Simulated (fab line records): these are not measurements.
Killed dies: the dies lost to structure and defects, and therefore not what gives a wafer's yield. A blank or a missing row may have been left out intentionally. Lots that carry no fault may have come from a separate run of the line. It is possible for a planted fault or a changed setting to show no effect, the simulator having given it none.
Matching of chambers | flow gf180mcu | GF_V2_ETCH_16 on rieDiel-01: 4 sister chambers
The step etches BARC in N2/H2. 4 wafers are shown with their chamber, then 10 later ones without.

## WAFERS WITH THEIR CHAMBER
wafer  | chamber | drypumpMotorCurrentA (A)
L087.1 | 3       | 5.86
L089.4 | 0       | 6.07
L092.1 | 1       | 6.05
L092.2 | 2       | 6.02

## WAFERS WITH NO CHAMBER GIVEN
wafer  | drypumpMotorCurrentA (A)
L092.3 | 6.06
L094.1 | 5.81
L094.4 | 6.02
L094.5 | 5.82
L096.2 | 5.85
L096.4 | 6.04
L096.5 | 6.03
L097.1 | 6.01
L097.2 | 6.06
L097.6 | 5.84

## EACH ONE'S CHAMBER
wafer  | from the rows above          | in truth
L092.3 | can't be placed: 1 or 0 or 2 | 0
L094.1 | 3                            | 3
L094.4 | can't be placed: 2 or 1      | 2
L094.5 | 3                            | 3
L096.2 | 3                            | 3
L096.4 | can't be placed: 1 or 2 or 0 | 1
L096.5 | can't be placed: 2 or 1 or 0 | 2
L097.1 | can't be placed: 2 or 1      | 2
L097.2 | can't be placed: 1 or 0 or 2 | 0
L097.6 | 3                            | 3
Correctly placed: 4 of 10. Cannot be placed on the basis of these rows: 6; the candidates contain the true chamber in 6. 0 placed wrongly.
How it was worked out, from the rows above alone: a wafer's distance from a chamber is the root of the sum, over the readings, of the square of ((its reading less the chamber's mean) divided by the reading's scatter). The wafer belongs to the nearest chamber; if the next one is less than 2 further off, it can't be placed. The mean given for a chamber averages the wafers shown for that chamber. The scatter: with one shown wafer a chamber, the root of the mean of the squares of how far each hidden wafer lies from its nearest shown one.
